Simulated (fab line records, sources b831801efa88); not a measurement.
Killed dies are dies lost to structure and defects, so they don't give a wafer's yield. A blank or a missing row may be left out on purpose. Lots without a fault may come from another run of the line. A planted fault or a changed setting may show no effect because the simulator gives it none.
Which tool did it? | flow sfq_line | 14 lots, 42 wafers sampled, at 1 step of a route of 325

WHAT THE GAUGES READ, wafer by wafer
The record holds no reading of a measuring or inspecting step that can be judged against a usual standard deviation.

WHICH TOOL RAN EACH LOT (tool, then ch and the chambers of the sampled wafers, then the start)
lot  | SFQ_TRILAYER_M7_STRIP_STRIP_181
L203 | rie_metal-04 ch 0,1, day 69 02:46
L204 | rie_metal-03 ch 0,1, day 69 13:34
L207 | rie_metal-03 ch 1, day 70 05:10
L208 | rie_metal-02 ch 0,1, day 70 20:46
L209 | rie_metal-03 ch 0,1, day 72 23:04
L216 | rie_metal-04 ch 0,1, day 74 11:34
L217 | rie_metal-02 ch 0,1, day 76 04:01
L218 | rie_metal-02 ch 0,1, day 76 19:05
L219 | rie_metal-04 ch 0, day 77 17:09
L221 | rie_metal-04 ch 0,1, day 79 16:37
L222 | rie_metal-03 ch 0, day 79 19:17
L223 | rie_metal-02 ch 0,1, day 79 22:17
L224 | rie_metal-03 ch 0,1, day 80 00:17
L225 | rie_metal-02 ch 0,1, day 80 03:41
- SFQ_TRILAYER_M7_STRIP_STRIP_181: strips in O2.

WHAT THE TOOLS THEMSELVES READ (means of the sampled wafers that have a number; where no wafer has one, the mark that the record gives instead)
SFQ_TRILAYER_M7_STRIP_STRIP_181. Usual: chamber_pressure_mTorr 50.00 mTorr, standard deviation 0.047; drypump_motor_current_A 5.9 A, standard deviation 0.53; oes_product_au 0.998 a.u., standard deviation 0.0097.
lot  | tool         | chamber_pressure_mTorr (mTorr) | drypump_motor_current_A (A) | oes_product_au (a.u.) | flag
L203 | rie_metal-04 | 50.05                          | 5.6                         | 1.007                 |
L204 | rie_metal-03 | 49.98                          | 5.7                         | 1.005                 |
L207 | rie_metal-03 | 49.98                          | 5.0                         | 1.000                 |
L208 | rie_metal-02 | 49.98                          | 6.4                         | 0.992                 |
L209 | rie_metal-03 | 50.04                          | 5.6                         | 0.999                 |
L216 | rie_metal-04 | 50.02                          | 5.9                         | 0.998                 |
L217 | rie_metal-02 | 43.32                          | 6.1                         | 0.982                 | OFF
L218 | rie_metal-02 | 43.33                          | 6.1                         | 0.994                 | OFF
L219 | rie_metal-04 | 49.96                          | 6.2                         | 0.993                 |
L221 | rie_metal-04 | 49.99                          | 5.9                         | 1.000                 |
L222 | rie_metal-03 | 50.02                          | 5.9                         | 0.998                 |
L223 | rie_metal-02 | 49.97                          | 6.4                         | 0.996                 |
L224 | rie_metal-03 | 49.99                          | 5.6                         | 1.001                 |
L225 | rie_metal-02 | 50.02                          | 6.2                         | 0.989                 |

THE ANSWER, worked out from the rows above alone
Rule: a lot is off if the mean of its wafers that have a number lies more than 3 standard deviations from the usual mean. A lot without any number at a reading at which 4 lots or more have one is off too. The other lots that the step has rows for count as sound. The gauges are gone through in route order, then the tools' own readings, and for those a lot's mean is taken as printed above. The first step at which some lot is off is used, and at that step the reading that is off furthest; a lot without a number counts as furthest.
Off: L217, L218, at SFQ_TRILAYER_M7_STRIP_STRIP_181 (chamber_pressure_mTorr).
A tool fits if, at that step or a process step before it, it ran every lot that is off, and no sound lot after the first of them. None of those tried fits.

WHAT THE SIMULATOR HAD PUT IN
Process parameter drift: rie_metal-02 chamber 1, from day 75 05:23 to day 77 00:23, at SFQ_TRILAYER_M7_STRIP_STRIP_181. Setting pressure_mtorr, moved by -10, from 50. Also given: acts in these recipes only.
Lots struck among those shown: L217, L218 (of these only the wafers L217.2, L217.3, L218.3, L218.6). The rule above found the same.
